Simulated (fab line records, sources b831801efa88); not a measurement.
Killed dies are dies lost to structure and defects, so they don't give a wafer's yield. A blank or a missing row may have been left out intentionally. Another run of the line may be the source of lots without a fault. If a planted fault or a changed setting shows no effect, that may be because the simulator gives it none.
A struck lot beside a sound one / flow gf180mcu / 14 out of 602 route steps
Sound: wafers L353.3, L353.4, L353.5. Struck: wafers L355.3, L355.4, L355.5. The cause comes at the end.
Order at every step that has rows: each side's tool, ch and its chambers, its first start. Under that, the readings that differ: sound wafers / struck wafers / difference of the means / sigmas: that difference in standard deviations of wafers without a fault.
alike: words and numbers the same on both sides, and readings whose means are apart by under 2 such deviations; not compared: readings that were withheld, readings missing a value for some wafer, numbers with overlapping values and no deviation given by the record, and bounds like >300 which may hide the same value.
A row with sigmas, a row that says differs or no value, or rows on one side alone: a step with any of these is where the two part. Non-overlapping numbers with no deviation appear without sigmas and do not part them. A reading that every wafer of one side lacks parts them only if that side has two wafers or more.

GF_V1_THK_MEAS_01:
  sound on film_metro-03, day 20 05:50; struck on film_metro-02, day 20 23:49
  alike: V1_CVD_00_THK
GF_V1_CVD_02: deposits SiO2 from TEOS, target thk 850 nm, time 94.851 s.
  sound on pecvd-02 ch 0,2, day 20 05:53; struck on pecvd-03 ch 1,2, day 20 23:51
  alike: heater_power_w, susceptor_temp_C
GF_V1_THK_MEAS_03:
  sound on film_metro-04, day 20 05:58; struck on film_metro-04, day 20 23:56
  alike: V1_CVD_02_THK
GF_V1_CMP_04: polishes SiO2.
  sound on cmp-01 ch 1,2, day 20 06:01; struck on cmp-01 ch 1,2, day 20 23:59
  alike: motor_current_A, time_to_endpoint_s
GF_V1_BOW_MEAS_05:
  sound on film_metro-03, day 20 06:21; struck on film_metro-04, day 21 00:19
  alike: V1_BOW
then, 7 steps without rows for these wafers: GF_V1_DEHYDRATE_06 (time 60 s); GF_V1_HMDS_07 (prime time 60 s); GF_V1_COAT_08; GF_V1_COAT_09 (resist thk 1000 nm); GF_V1_SOFTBAKE_10 (time 60 s); GF_V1_EXPOSE_11 (exposes mask Via1, target cd 260 nm); GF_V1_PEB_12 (peb time 90 s).
GF_V1_DEVELOP_13: develop time 60 s.
  sound on litho_track-02 ch 0, day 21 06:13; struck on litho_track-04, day 22 00:45
  no value came back on the struck wafers for chill_plate_temp_C (C), develop_time_s (s); on the sound wafers chill_plate_temp_C (C) reads 23.05 22.94 23.03
reading=model.KrF_of_V1_COAT_09.thk_nm (nm); sound=987.5 984.7 986.6; struck=999.5 997.3 998.7; difference=+12.2; sigmas=
GF_V1_CD_MEAS_14: the cd target is 260 nm.
  sound on cd_sem-02, day 21 06:21; struck on cd_sem-02, day 22 00:53
reading=cd_nm (nm); sound=260.4 260.9 260.7; struck=- - -; difference=no value on the struck wafers; sigmas=

== WHERE THEY PART ==
Earliest at GF_V1_DEVELOP_13; latest, in this record, at GF_V1_CD_MEAS_14.

WHY: what the simulator had put in
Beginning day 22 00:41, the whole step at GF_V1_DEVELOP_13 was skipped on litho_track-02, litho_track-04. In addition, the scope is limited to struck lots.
